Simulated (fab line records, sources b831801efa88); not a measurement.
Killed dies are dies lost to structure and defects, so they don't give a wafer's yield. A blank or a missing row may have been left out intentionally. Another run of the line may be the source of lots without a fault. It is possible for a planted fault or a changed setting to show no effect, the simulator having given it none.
One fault through the eyes of 2 desks | flow sfq line | what lay behind the numbers comes last; until then each desk has only its own

## AT THE METROLOGY DESK
Lot by lot, what the gauges showed, no matter which tool ran the lot: averages of those sampled wafers that carry a number. If a lot's mean is further than 4 standard deviations from the usual mean, the lot is out of limits and carries the mark OUT (the distance appears in the brackets).
Columns: A = M1_NB_RS at SFQ_M1_RS_MEAS_909, usual 0.893 ohm/sq
lot  | first seen here | A
L973 | day 17 10:53    | 0.892
L974 | day 17 15:41    | 0.906
L975 | day 18 06:48    | 0.894
L976 | day 18 19:36    | 0.900
L978 | day 20 07:59    | 0.891
L979 | day 20 16:15    | 0.896
L980 | day 21 03:16    | 0.899
L981 | day 21 17:28    | 0.882
L982 | day 22 09:04    | 0.894
L987 | day 24 13:56    | 1.050 (+16) OUT
L989 | day 25 04:59    | 0.993 (+10) OUT
L991 | day 25 15:50    | 1.090 (+20) OUT
L994 | day 27 03:49    | 0.889
L995 | day 27 16:59    | 0.878
L996 | day 28 03:56    | 0.899
Per this desk, out of limits: L987, L989, L991; the first was L987, day 24 13:56 (M1_NB_RS at SFQ_M1_RS_MEAS_909). L973, L974, L975, L976, L978, L979, L980, L981, L982, L994, L995, L996 stayed within limits.

## AT THE TOOL OWNER'S DESK: pvd sputter-03
The tool's own readings at SFQ_TRILAYER_M1_DEP_SPUTTER_037 (material Nb, target thk 200 nm, time 133.3 s): means of the sampled wafers that have a number, for each lot that ran on this tool. If a lot's mean is further than 4 standard deviations from the usual mean, the lot is out of limits and carries the mark OUT (the distance appears in the brackets).
Columns: A = base pressure pa at SFQ_TRILAYER_M1_DEP_SPUTTER_037, usual 1.32e-06 Pa; B = throttle valve pct at SFQ_TRILAYER_M1_DEP_SPUTTER_037, usual 30.3 %
lot  | first seen here | A        | B
L973 | day 17 10:47    | 1.36e-06 | 30.0
L978 | day 20 07:50    | 1.36e-06 | 30.7
L982 | day 22 08:58    | 1.36e-06 | 30.8
L987 | day 24 13:49    | 1.28e-06 | 31.1
L989 | day 25 04:54    | 1.28e-06 | 30.8
L991 | day 25 15:42    | 1.41e-06 | 30.6
L995 | day 27 16:54    | 1.32e-06 | 30.7
This desk's verdict: no lot among the 7 shows anything out of limits.

## TAKEN TOGETHER
An alarm was possible from the metrology desk at day 24 13:56, on L987, L989, L991.
Nothing out of limits was seen by the tool owner's desk.
On record at the tool owner's desk: L987, L989, L991, within its limits.
The lots listed all ran SFQ_TRILAYER_M1_DEP_SPUTTER_037 on pvd sputter-03.

## WHAT WAS PUT IN BY THE SIMULATOR
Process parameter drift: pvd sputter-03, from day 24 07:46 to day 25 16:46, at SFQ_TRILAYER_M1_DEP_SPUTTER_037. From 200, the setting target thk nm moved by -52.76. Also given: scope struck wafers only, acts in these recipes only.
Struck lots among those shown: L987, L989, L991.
Per desk, hours elapsed from the start of the fault to the first reading out of limits: for the metrology desk, 6.
